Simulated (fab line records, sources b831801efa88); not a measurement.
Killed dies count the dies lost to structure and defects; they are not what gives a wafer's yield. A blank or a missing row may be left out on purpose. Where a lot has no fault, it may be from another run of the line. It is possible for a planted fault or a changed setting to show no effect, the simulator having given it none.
Which tool did it?	flow gf180mcu	12 lots, 36 wafers sampled, at 5 steps of a route of 602

WHAT THE GAUGES READ, wafer by wafer
GF_MVSD_OVL_MEAS_07. Usual: for MVSD_OVL the level is -0.5 nm and the standard deviation is 1.2.
lot	measured	on	MVSD_OVL (nm)	flag
L178	day 4 09:23	overlay-02	-1.4 -0.4 -1.4	
L179	day 4 15:17	overlay-01	-0.8 1.1 -1.4	
L182	day 5 08:20	overlay-01	0.4 0.0 -1.1	
L185	day 6 07:44	overlay-01	-1.4 -1.2 -1.5	
L187	day 6 13:26	overlay-02	173.9 176.2 174.9 175.5 177.7 176.6	OFF
L188	day 7 07:26	overlay-01	176.0 173.8 175.9 177.2 175.2 176.7	OFF
L189	day 7 17:41	overlay-02	-0.6 0.1 -1.1	
L190	day 7 18:38	overlay-02	3.0 2.6 2.8	
L193	day 8 09:07	overlay-01	2.0 1.8 1.0	
L196	day 8 19:35	overlay-02	1.1 -0.4 0.7	
L197	day 9 08:05	overlay-01	-2.3 -1.8 -0.8	
L201	day 10 00:14	overlay-02	-1.3 -1.6 0.9	

GF_CONTACT_RS_MEAS_25: the measuring method here is four-point-probe. Usual: for CONTACT_W_RS the level is 0.356 ohm/sq and the standard deviation is 0.0035.
lot	measured	on	CONTACT_W_RS (ohm/sq)	flag
L178	day 15 16:50	filmMetro-03	0.351 0.350 0.352	
L179	day 16 02:35	filmMetro-03	0.358 0.353 0.354	
L182	day 17 10:23	filmMetro-02	0.358 0.361 0.363	
L185	day 19 01:18	filmMetro-04	0.351 0.348 0.352	
L189	day 21 01:08	filmMetro-04	0.355 0.355 0.357	
L190	day 21 06:24	filmMetro-02	0.353 0.352 0.355	
L193	day 22 00:12	filmMetro-03	0.358 0.361 0.356	
L196	day 22 18:44	filmMetro-03	0.362 0.358 0.356	
L197	day 23 09:23	filmMetro-04	0.352 0.353 0.349	
L201	day 24 05:13	filmMetro-03	0.354 0.355 0.354	

WHAT TOOL EACH LOT RAN ON (gives the tool, then ch and the chambers of the sampled wafers, and finally the start)
lot	GF_MVSD_EXPOSE_04	GF_VT_IMPLANT_STRIP_42	GF_CONTACT_SPUTTER_23
L178	ilineStepper-01 ch 0, day 4 02:58	plasmaAsher-01 ch 0,1, day 7 07:48	pvdSputter-03, day 15 16:40
L179	ilineStepper-02 ch 0, day 4 09:22	plasmaAsher-03 ch 0, day 7 15:22	pvdSputter-04, day 16 02:27
L182	ilineStepper-02 ch 0, day 5 01:29	plasmaAsher-03 ch 0,1, day 8 12:01	pvdSputter-04, day 17 10:14
L185	ilineStepper-02 ch 0, day 6 00:14	plasmaAsher-03 ch 0,1, day 9 17:07	pvdSputter-04, day 19 01:08
L187	ilineStepper-02 ch 0, day 6 05:50	-	-
L188	ilineStepper-02 ch 0, day 7 00:08	-	-
L189	ilineStepper-01 ch 0, day 7 10:06	plasmaAsher-02 ch 0,1, day 11 07:55	pvdSputter-04, day 21 00:53
L190	ilineStepper-01 ch 0, day 7 10:46	plasmaAsher-03 ch 0,1, day 11 10:43	pvdSputter-04, day 21 06:14
L193	ilineStepper-01 ch 0, day 8 00:47	plasmaAsher-02 ch 0,1, day 12 01:36	pvdSputter-01, day 22 00:04
L196	ilineStepper-01 ch 0, day 8 11:31	plasmaAsher-01 ch 1, day 12 15:34	pvdSputter-04, day 22 18:35
L197	ilineStepper-01 ch 0, day 8 23:28	plasmaAsher-01 ch 0,1, day 13 04:31	pvdSputter-01, day 23 09:15
L201	ilineStepper-01 ch 0, day 9 15:50	plasmaAsher-02 ch 0,1, day 13 23:26	pvdSputter-01, day 24 05:02
- GF_MVSD_EXPOSE_04: exposes mask MVSD, target cd 1000 nm.
- GF_VT_IMPLANT_STRIP_42: strips in O2/N2.
- GF_CONTACT_SPUTTER_23: material TiN, target thk 10 nm, time 40 s.

AS READ BY THE TOOLS THEMSELVES (means over the sampled wafers that have a number; for cases with no such wafer, the mark the record gives instead)
GF_VT_IMPLANT_STRIP_42. Usual: drypumpMotorCurrentA 5.8 A, standard deviation 0.48; heaterPowerW 322 W, standard deviation 29; oesProductAu 0.716 a.u., standard deviation 0.0047; stripTimeToEndpointS 12.62 s, standard deviation 0.035.
lot	tool	drypumpMotorCurrentA (A)	heaterPowerW (W)	oesProductAu (a.u.)	stripTimeToEndpointS (s)	flag
L178	plasmaAsher-01	5.4	337	0.710	12.62	
L179	plasmaAsher-03	6.6	311	0.715	12.65	
L182	plasmaAsher-03	6.3	305	0.723	12.57	
L185	plasmaAsher-03	6.3	306	0.715	12.66	
L189	plasmaAsher-02	5.6	348	0.716	12.65	
L190	plasmaAsher-03	6.2	302	0.717	12.62	
L193	plasmaAsher-02	5.6	346	0.721	12.59	
L196	plasmaAsher-01	5.5	375	0.714	12.58	
L197	plasmaAsher-01	5.5	355	0.717	12.59	
L201	plasmaAsher-02	5.6	343	0.716	12.65	

GF_CONTACT_SPUTTER_23. Usual: throttleValvePct 29.8 %, standard deviation 0.81.
lot	tool	throttleValvePct (%)	flag
L178	pvdSputter-03	28.6	
L179	pvdSputter-04	30.1	
L182	pvdSputter-04	29.8	
L185	pvdSputter-04	29.9	
L189	pvdSputter-04	30.1	
L190	pvdSputter-04	30.0	
L193	pvdSputter-01	30.8	
L196	pvdSputter-04	30.0	
L197	pvdSputter-01	29.8	
L201	pvdSputter-01	29.6	

THE ANSWER, worked out from the rows above alone
Rule: a lot is off if the mean of its wafers that have a number lies more than 3 standard deviations from the usual mean. A lot without any number at a reading at which 4 lots or more have one is off too. All remaining lots with rows at the step are treated as sound. The gauges are gone through in route order, then the tools' own readings, and for those a lot's mean is taken as printed above. The first step at which some lot is off is used, and at that step the reading that is off furthest; a lot without a number counts as furthest.
Off: at GF_MVSD_OVL_MEAS_07 (MVSD_OVL), L187, L188.
A tool fits if, at a process step before that reading, it ran every lot that is off, and no sound lot after the first of them. Those tools and the gauges at GF_MVSD_OVL_MEAS_07 are tried in the same way. One candidate fits, namely ilineStepper-02 at GF_MVSD_EXPOSE_04. A fault onset in the window from L185 (day 6 00:14, its last sound lot) to L187 (day 6 05:50, its first lot off) fits.

WHAT THE SIMULATOR HAD PUT IN
Scanner matching overlay: ilineStepper-02, from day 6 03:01 on, at GF_MVSD_EXPOSE_04. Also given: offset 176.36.
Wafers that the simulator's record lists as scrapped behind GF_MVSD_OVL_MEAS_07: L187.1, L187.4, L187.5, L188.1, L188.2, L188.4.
Lots struck among those shown: L187, L188. Same finding as the rule above.
